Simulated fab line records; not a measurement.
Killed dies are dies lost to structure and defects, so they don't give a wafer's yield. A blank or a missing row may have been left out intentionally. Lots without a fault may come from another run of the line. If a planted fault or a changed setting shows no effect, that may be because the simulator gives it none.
What tool caused it? | flow sky130 | 36 wafers from 12 lots sampled at 5 of the route's 708 steps

WHAT EACH GAUGE READ, for each wafer
SKY_DNWELL_TW_MEAS_09. Usual: DNWELL_TW gives 1113 (standard deviation 7.5).
lot  | measured    | on           | DNWELL_TW      | flag
L370 | day 3 05:31 | filmMetro-02 | 1115 1114 1115 | 
L371 | day 3 08:59 | filmMetro-04 | 1112 1122 1123 | 
L373 | day 3 23:05 | filmMetro-04 | 1109 1114 1115 | 
L378 | day 5 03:37 | filmMetro-04 | 1115 1118 1120 | 
L380 | day 5 09:17 | filmMetro-04 | 1116 1114 1110 | 
L382 | day 5 22:08 | filmMetro-03 | 1109 1118 1114 | 
L384 | day 6 06:40 | filmMetro-04 | 1113 1113 1110 | 
L385 | day 6 14:57 | filmMetro-02 | 1125 1122 1121 | 
L386 | day 6 18:35 | filmMetro-02 | 1121 1124 1122 | 
L391 | day 8 00:39 | filmMetro-04 | 1103 1108 1105 | 
L392 | day 8 03:05 | filmMetro-03 | 1120 1115 1124 | 
L393 | day 8 07:52 | filmMetro-04 | 1108 1103 1101 | 

SKY_GATE_OXIDE_TW_MEAS_14. Usual: GATE_OXIDE_TW gives 224.3 (standard deviation 1.1).
lot  | measured     | on           | GATE_OXIDE_TW     | flag
L370 | day 13 17:00 | filmMetro-04 | 222.8 223.6 222.6 | 
L371 | day 14 00:50 | filmMetro-03 | 223.7 223.1 223.4 | 
L373 | day 15 00:40 | filmMetro-02 | 225.3 226.3 225.4 | 
L378 | day 16 20:53 | filmMetro-03 | 225.9 226.7 226.8 | 
L380 | day 17 05:52 | filmMetro-03 | 224.0 223.2 223.9 | 
L382 | day 18 05:36 | filmMetro-04 | 224.1 223.4 224.5 | 
L384 | day 18 16:55 | filmMetro-04 | 249.3 247.1 248.0 | OFF
L385 | day 19 01:21 | filmMetro-03 | 248.0 247.9 249.1 | OFF
L386 | day 19 14:15 | filmMetro-03 | 249.3 247.9 249.1 | OFF
L391 | day 21 06:23 | filmMetro-02 | 224.4 223.9 224.8 | 
L392 | day 21 13:41 | filmMetro-02 | 224.8 223.5 224.3 | 
L393 | day 21 21:23 | filmMetro-03 | 222.8 222.8 223.5 | 

SKY_SD_N_CD_MEAS_07: target cd 380 nm. Usual: cdNm at 379.9 nm, with a standard deviation of 2.8.
lot  | measured     | on       | cdNm (nm)         | flag
L370 | day 27 15:58 | cdSem-01 | 379.6 379.3 377.0 | 
L371 | day 28 06:49 | cdSem-02 | 379.9 377.0 379.0 | 
L373 | day 29 00:11 | cdSem-02 | 378.7 379.9 380.8 | 
L378 | day 30 22:13 | cdSem-01 | 376.5 378.9 376.7 | 
L380 | day 31 08:07 | cdSem-01 | 380.4 378.9 380.2 | 
L382 | day 32 02:23 | cdSem-01 | 379.2 381.3 377.9 | 
L384 | day 32 14:23 | cdSem-02 | 384.5 386.0 383.4 | 
L385 | day 32 20:31 | cdSem-02 | 373.8 375.7 373.4 | 
L386 | day 33 09:24 | cdSem-01 | 380.0 382.0 381.7 | 
L391 | day 34 15:43 | cdSem-01 | 378.4 377.5 377.0 | 
L392 | day 35 00:09 | cdSem-02 | 377.6 378.4 379.0 | 
L393 | day 35 02:57 | cdSem-01 | 377.3 375.8 374.6 | 

WHICH TOOL RAN EACH LOT (tool, then ch and the chambers of the sampled wafers, then the start)
lot  | SKY_GATE_OXIDE_IMPLANT_11       | SKY_LDD_P_STRIP_10
L370 | implanter-04 ch 0, day 13 16:39 | plasmaAsher-02 ch 0,1, day 18 17:38
L371 | implanter-04 ch 0, day 14 00:29 | plasmaAsher-02 ch 0,1, day 19 04:42
L373 | implanter-01 ch 0, day 15 00:21 | plasmaAsher-04 ch 0,1, day 20 05:35
L378 | implanter-03 ch 0, day 16 20:32 | plasmaAsher-04 ch 0,1, day 22 07:59
L380 | implanter-03 ch 0, day 17 05:33 | plasmaAsher-04 ch 0,1, day 22 19:25
L382 | implanter-04 ch 0, day 18 05:11 | plasmaAsher-02 ch 0,1, day 23 14:35
L384 | implanter-04 ch 0, day 18 16:25 | plasmaAsher-04 ch 0,1, day 24 05:14
L385 | implanter-04 ch 0, day 19 00:53 | plasmaAsher-01 ch 0,1, day 24 11:18
L386 | implanter-04 ch 0, day 19 13:54 | plasmaAsher-01 ch 0,1, day 24 22:21
L391 | implanter-03 ch 0, day 21 06:04 | plasmaAsher-04 ch 0,1, day 26 10:38
L392 | implanter-01 ch 0, day 21 13:20 | plasmaAsher-04 ch 0, day 26 19:53
L393 | implanter-04 ch 0, day 21 21:03 | plasmaAsher-02 ch 0,1, day 27 02:51
- SKY_GATE_OXIDE_IMPLANT_11
- SKY_LDD_P_STRIP_10: strips in O2/N2.

AS READ BY THE TOOLS THEMSELVES (means over the sampled wafers that have a number; for cases with no such wafer, the mark the record gives instead)
SKY_GATE_OXIDE_IMPLANT_11. Usual: doseIonsCm2 2.6e+12, standard deviation 3e+09; endStationPressureTorr 4.97e-06 Torr, standard deviation 2.5e-07; faradayCurrentUA 14.7, standard deviation 0.31.
lot  | tool         | doseIonsCm2 | endStationPressureTorr (Torr) | faradayCurrentUA | flag
L370 | implanter-04 | 2.6e+12     | 5.01e-06                      | 14.8             | 
L371 | implanter-04 | 2.6e+12     | 4.82e-06                      | 14.7             | 
L373 | implanter-01 | 2.6e+12     | 4.96e-06                      | 14.8             | 
L378 | implanter-03 | 2.6e+12     | 5.09e-06                      | 14.8             | 
L380 | implanter-03 | 2.6e+12     | 4.91e-06                      | 14.6             | 
L382 | implanter-04 | 2.6e+12     | 5.12e-06                      | 14.8             | 
L384 | implanter-04 | 3.7e+12     | 5.23e-06                      | 21.0             | OFF
L385 | implanter-04 | 3.7e+12     | 5.07e-06                      | 21.0             | OFF
L386 | implanter-04 | 3.7e+12     | 5.07e-06                      | 20.9             | OFF
L391 | implanter-03 | 2.6e+12     | 5.08e-06                      | 14.4             | 
L392 | implanter-01 | 2.6e+12     | 5.07e-06                      | 14.4             | 
L393 | implanter-04 | 2.6e+12     | 5.10e-06                      | 15.0             | 

SKY_LDD_P_STRIP_10. Usual: drypumpMotorCurrentA 5.7 A, standard deviation 0.4; oesProductAu 0.716 a.u., standard deviation 0.0048; stripTimeToEndpointS 14.17 s, standard deviation 0.034.
lot  | tool           | drypumpMotorCurrentA (A) | oesProductAu (a.u.) | stripTimeToEndpointS (s) | flag
L370 | plasmaAsher-02 | 5.6                      | 0.724               | 14.22                    | 
L371 | plasmaAsher-02 | 5.9                      | 0.717               | 14.17                    | 
L373 | plasmaAsher-04 | 5.8                      | 0.722               | 14.15                    | 
L378 | plasmaAsher-04 | 6.1                      | 0.719               | 14.14                    | 
L380 | plasmaAsher-04 | 6.1                      | 0.716               | 14.18                    | 
L382 | plasmaAsher-02 | 5.9                      | 0.720               | 14.23                    | 
L384 | plasmaAsher-04 | 5.8                      | 0.715               | 14.13                    | 
L385 | plasmaAsher-01 | 5.5                      | 0.720               | 14.16                    | 
L386 | plasmaAsher-01 | 5.4                      | 0.721               | 14.13                    | 
L391 | plasmaAsher-04 | 5.8                      | 0.715               | 14.18                    | 
L392 | plasmaAsher-04 | 5.6                      | 0.716               | 14.16                    | 
L393 | plasmaAsher-02 | 5.9                      | 0.713               | 14.17                    | 

THE ANSWER, worked out from the rows above alone
Rule: a lot counts as off when the mean over its wafers that have a number is more than 3 standard deviations away from the usual mean. A lot without any number at a reading at which 4 lots or more have one is off too. All remaining lots with rows at the step are treated as sound. Order of review: gauges by route order, followed by the tools' own readings, for which a lot's mean as printed above is used. At the first step where some lot is off, the reading lying furthest off is the one used; lots without a number count as furthest.
Off: L384, L385, L386, at SKY_GATE_OXIDE_TW_MEAS_14 (GATE_OXIDE_TW).
A tool fits if, at a process step before that reading, it ran every lot that is off, and no sound lot after the first of them. Not tried: the gauges at SKY_GATE_OXIDE_TW_MEAS_14; whatever is off there is also off at SKY_GATE_OXIDE_IMPLANT_11, on other tools, and gauge error can't account for it. No candidate that was tried fits.

WHAT THE SIMULATOR HAD PUT IN
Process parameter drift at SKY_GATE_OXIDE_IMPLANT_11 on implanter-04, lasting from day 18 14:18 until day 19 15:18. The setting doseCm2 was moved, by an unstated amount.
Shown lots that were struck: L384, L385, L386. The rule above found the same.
